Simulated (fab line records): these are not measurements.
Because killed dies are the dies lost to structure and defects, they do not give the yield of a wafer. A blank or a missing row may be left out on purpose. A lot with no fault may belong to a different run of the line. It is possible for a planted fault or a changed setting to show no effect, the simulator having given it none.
The tool behind it: which one? | flow gf180mcu | 18 wafers from 6 lots sampled at 2 of the route's 602 steps

WHAT THE GAUGES SHOWED, per wafer
GF_VT_IMPLANT_OVL_MEAS_29.
lot  | measured     | on         | VT_IMPLANT_02_OVL (nm)
L734 | day 7 09:55  | overlay-01 | -0.8 -0.7 -0.3
L739 | day 8 18:49  | overlay-01 | 0.1 1.0 0.8
L743 | day 9 21:09  | overlay-02 | -0.3 -1.8 -0.2
L748 | day 11 04:55 | overlay-01 | 235.3 233.9 234.1
L751 | day 12 04:24 | overlay-02 | 238.0 236.9 236.5
L753 | day 12 15:19 | overlay-01 | 1.0 3.6 0.0

WHAT TOOL EACH LOT RAN ON (gives the tool, then ch and the chambers of the sampled wafers, and finally the start)
lot  | GF_VT_IMPLANT_EXPOSE_26
L734 | ilineStepper-02 ch 0, day 7 02:23
L739 | ilineStepper-01 ch 0, day 8 11:13
L743 | ilineStepper-01 ch 0, day 9 12:54
L748 | ilineStepper-02 ch 0, day 10 19:39
L751 | ilineStepper-02 ch 0, day 11 19:14
L753 | ilineStepper-01 ch 0, day 12 05:44
- GF_VT_IMPLANT_EXPOSE_26: exposes mask LVPWELL HV AREA, target cd 860 nm.

THE ANSWER, worked out from the rows above alone
Rule: what is usual is taken from the lots themselves. Put in order of their means at a reading, lots are off if they are a third of the lots or fewer, leave a main group of 4 or more, and stand apart from it by a gap of 3 or more times the standard deviation of the main group's means; of several such gaps the widest counts. A main group whose means are all the same, to the digits that the tables above print for the reading, isn't used. A lot without any number at a reading at which 4 lots or more have one is off too. Any other lot the step has rows for is counted as sound.
Off: L748, L751, at GF_VT_IMPLANT_OVL_MEAS_29 (VT_IMPLANT_02_OVL). The main group: mean 0.2 nm, standard deviation 0.94.
If a tool, at a process step before that reading, ran all the lots that are off and no sound lot after the first of them, it fits. Gauges at GF_VT_IMPLANT_OVL_MEAS_29: tried the same way as those tools. One candidate fits, namely ilineStepper-02 at GF_VT_IMPLANT_EXPOSE_26. A fault onset in the window from L734 (day 7 02:23, its last sound lot) to L748 (day 10 19:39, its first lot off) fits.

WHAT THE SIMULATOR HAD INSERTED
Scanner matching overlay: ilineStepper-02, from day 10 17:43 on, at GF_VT_IMPLANT_EXPOSE_26. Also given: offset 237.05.
Shown lots that were struck: L748, L751. This agrees with what the rule above found.
